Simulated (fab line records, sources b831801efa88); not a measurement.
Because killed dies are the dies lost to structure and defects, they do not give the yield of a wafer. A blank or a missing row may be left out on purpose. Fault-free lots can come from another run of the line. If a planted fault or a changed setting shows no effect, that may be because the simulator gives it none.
The tool behind it: which one? ; flow sky130 ; Sampling: 12 lots, 36 wafers, 2 of 708 route steps

## WHAT THE GAUGES SHOWED, per wafer
SKY_LOCAL_INTERCONNECT_CD_MEAS_11 targets a cd of 170 nm. Usual: cd nm 169.7 nm, standard deviation 1.7.
lot;measured;on;cd nm (nm);flag
L563;day 30 08:44;cd sem-02;169.0 170.4 169.9;
L565;day 31 14:09;cd sem-01;171.1 169.7 170.3;
L567;day 31 15:25;cd sem-01;167.3 168.5 168.8;
L569;day 32 10:16;cd sem-01;169.5 167.9 165.9;
L571;day 33 01:03;cd sem-02;168.2 167.3 167.2;
L572;day 33 14:37;cd sem-01;169.5 168.8 169.2;
L573;day 34 00:47;cd sem-01;168.7 168.0 168.9;
L576;day 34 23:02;cd sem-01;171.2 170.2 172.2;
L577;day 35 07:14;cd sem-01;168.8 168.9 167.8;
L578;day 35 18:55;cd sem-01;171.7 169.8 171.6;
L579;day 35 19:01;cd sem-02;166.3 165.5 167.0;
L581;day 36 06:58;cd sem-01;174.1 172.3 173.7;

SKY_CONTACT_CD_MEAS_14 targets a cd of 170 nm. Usual: cd nm 170.3 nm, standard deviation 1.4.
lot;measured;on;cd nm (nm);flag
L563;day 31 14:28;cd sem-02;170.3 171.1 171.0;
L565;day 32 18:40;cd sem-01;171.3 169.7 171.0;
L567;day 32 19:56;cd sem-01;170.6 171.6 172.0;
L569;day 33 14:28;cd sem-02;170.1 168.9 171.0;
L571;day 34 04:38;cd sem-02;169.9 170.1 168.9;
L572;day 34 18:28;cd sem-01;169.1 167.9 169.8;
L573;day 35 04:32;cd sem-02;169.2 168.8 168.7;
L576;day 36 03:10;cd sem-02;169.3 169.5 170.2;
L577;day 36 10:32;cd sem-01;169.0 171.9 169.8;
L578;day 36 22:11;cd sem-01;170.3 171.0 170.3;
L579;day 36 22:34;cd sem-02;169.9 170.7 172.1;
L581;day 37 10:52;cd sem-01;170.8 173.0 170.5;

## EACH LOT AND THE TOOL THAT RAN IT (in order: tool; ch and the chambers of the sampled wafers; start)
Before these readings, the record contains no process step.

## WHAT THE TOOLS THEMSELVES READ (means of the sampled wafers that have a number; where no wafer has one, the mark that the record gives instead)
The record holds no such reading with a usual standard deviation.

## THE ANSWER, worked out from the rows above alone
Rule: a lot is off if the mean of its wafers that have a number lies more than 3 standard deviations from the usual mean. Also off: a lot with no number at a reading for which 4 or more lots have one. Where the step has rows for the other lots, those lots are counted as sound. The gauges are gone through in route order, then the tools' own readings, and for those a lot's mean is taken as printed above. At the first step where some lot is off, the reading lying furthest off is the one used; lots without a number count as furthest.
No lot is off at any reading shown: from this, nothing can be told.

## WHAT HAD BEEN PUT IN BY THE SIMULATOR
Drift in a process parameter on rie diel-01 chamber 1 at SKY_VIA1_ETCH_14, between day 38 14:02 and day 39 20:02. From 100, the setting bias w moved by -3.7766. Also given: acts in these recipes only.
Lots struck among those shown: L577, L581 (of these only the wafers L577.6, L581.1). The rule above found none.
